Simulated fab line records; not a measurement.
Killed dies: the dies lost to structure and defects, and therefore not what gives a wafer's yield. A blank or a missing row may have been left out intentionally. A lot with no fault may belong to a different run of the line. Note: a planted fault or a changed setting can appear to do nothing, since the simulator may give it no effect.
The tool behind it: which one? + flow gf180mcu + 7 lots with 21 wafers sampled at 2 steps, on a route of 602 steps

== WHAT EACH GAUGE READ, for each wafer ==
GF_STI_THK_MEAS_22.
| lot  | measured    | on            | STI_OXIDATION_01_THK (nm) |
|------|-------------|---------------|---------------------------|
| L747 | day 2 08:11 | film metro-02 | 14.72 14.70 14.58         |
| L749 | day 2 17:41 | film metro-02 | 14.64 14.67 14.56         |
| L751 | day 3 06:19 | film metro-02 | 14.75 14.67 14.54         |
| L759 | day 5 02:07 | film metro-01 | 15.17 15.19 15.00         |
| L763 | day 5 19:10 | film metro-04 | 15.24 15.37 15.08         |
| L766 | day 6 10:06 | film metro-01 | 15.09 14.97 14.99         |
| L768 | day 6 20:53 | film metro-04 | 14.78 14.70 14.76         |

== TOOL THAT RAN EACH LOT (tool first, then ch and the chambers of the sampled wafers, then the start) ==
| lot  | GF_STI_ETCH_14                  |
|------|---------------------------------|
| L747 | rie si-02 ch 0,2,3, day 2 06:24 |
| L749 | rie si-01 ch 0,1, day 2 16:01   |
| L751 | rie si-01 ch 0,1,2, day 3 03:07 |
| L759 | rie si-02 ch 0,2,3, day 5 00:27 |
| L763 | rie si-01 ch 1,2, day 5 17:30   |
| L766 | rie si-02 ch 0,1,3, day 6 08:27 |
| L768 | rie si-02 ch 0,1,3, day 6 19:14 |
- GF_STI_ETCH_14: etches Si in HBr/Cl2/O2, target depth 360 nm, time 102.9 s.

== THE ANSWER, worked out from the rows above alone ==
Rule: what is usual is taken from the lots themselves. Put in order of their means at a reading, lots are off if they are a third of the lots or fewer, leave a main group of 4 or more, and stand apart from it by a gap of 3 or more times the standard deviation of the main group's means; of several such gaps the widest counts. A main group is skipped when, at the precision printed for the reading in the tables above, its means are all equal. A lot without any number at a reading at which 4 lots or more have one is off too. Where the step has rows for the other lots, those lots are counted as sound.
Nothing can be told from this: no lot is off at any reading shown.

== WHAT THE SIMULATOR PUT IN ==
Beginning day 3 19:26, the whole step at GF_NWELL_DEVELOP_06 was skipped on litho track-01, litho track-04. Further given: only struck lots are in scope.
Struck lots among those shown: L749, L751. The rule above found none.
